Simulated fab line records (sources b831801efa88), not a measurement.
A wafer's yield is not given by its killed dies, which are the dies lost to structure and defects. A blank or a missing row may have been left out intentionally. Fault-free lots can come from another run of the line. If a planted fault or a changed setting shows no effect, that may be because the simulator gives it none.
Which tool did it? || flow gf180mcu || 7 lots, 21 wafers sampled, at 2 steps of a route of 602

WHAT THE GAUGES READ, wafer by wafer
GF_HV_LDD_TW_MEAS_50.
{"lot": "L548", "measured": "day 12 19:30", "on": "film_metro-04", "HV_LDD_4_TW": "567 565 567"}
{"lot": "L550", "measured": "day 13 11:25", "on": "film_metro-01", "HV_LDD_4_TW": "565 566 568"}
{"lot": "L557", "measured": "day 15 19:12", "on": "film_metro-04", "HV_LDD_4_TW": "705 704 701"}
{"lot": "L562", "measured": "day 17 08:24", "on": "film_metro-04", "HV_LDD_4_TW": "571 570 569"}
{"lot": "L565", "measured": "day 18 07:19", "on": "film_metro-04", "HV_LDD_4_TW": "569 568 569"}
{"lot": "L568", "measured": "day 19 07:13", "on": "film_metro-04", "HV_LDD_4_TW": "568 571 569"}
{"lot": "L564", "measured": "day 21 05:23", "on": "film_metro-01", "HV_LDD_4_TW": "573 572 572"}

EACH LOT AND THE TOOL THAT RAN IT (in order: tool; ch and the chambers of the sampled wafers; start)
{"lot": "L548", "GF_HV_LDD_IMPLANT_48": "implanter-03 ch 0, day 12 19:17"}
{"lot": "L550", "GF_HV_LDD_IMPLANT_48": "implanter-03 ch 0, day 13 11:10"}
{"lot": "L557", "GF_HV_LDD_IMPLANT_48": "implanter-03 ch 0, day 15 18:38 and implanter-01 ch 0, day 15 18:57"}
{"lot": "L562", "GF_HV_LDD_IMPLANT_48": "implanter-04 ch 0, day 17 08:10"}
{"lot": "L565", "GF_HV_LDD_IMPLANT_48": "implanter-04 ch 0, day 18 07:05"}
{"lot": "L568", "GF_HV_LDD_IMPLANT_48": "implanter-04 ch 0, day 19 06:58"}
{"lot": "L564", "GF_HV_LDD_IMPLANT_48": "implanter-03 ch 0, day 21 05:08"}
- GF_HV_LDD_IMPLANT_48

THE ANSWER, worked out from the rows above alone
Rule: what is usual is taken from the lots themselves. Put in order of their means at a reading, lots are off if they are a third of the lots or fewer, leave a main group of 4 or more, and stand apart from it by a gap of 3 or more times the standard deviation of the main group's means; of several such gaps the widest counts. The tables above print the reading to a certain number of digits; a main group whose means all agree to those digits is not used. A lot without any number at a reading at which 4 lots or more have one is off too. All remaining lots with rows at the step are treated as sound.
Off: L557, at GF_HV_LDD_TW_MEAS_50 (HV_LDD_4_TW). Mean 569 and standard deviation 2.1 in the main group.
If a tool, at a process step before that reading, ran all the lots that are off and no sound lot after the first of them, it fits. Those tools and the gauges at GF_HV_LDD_TW_MEAS_50 are tried in the same way. One fits: GF_HV_LDD_IMPLANT_48 on implanter-01. It ran no sound lot before its first lot that is off in this sample, so the start can't be narrowed down.

WHAT WAS PUT IN BY THE SIMULATOR
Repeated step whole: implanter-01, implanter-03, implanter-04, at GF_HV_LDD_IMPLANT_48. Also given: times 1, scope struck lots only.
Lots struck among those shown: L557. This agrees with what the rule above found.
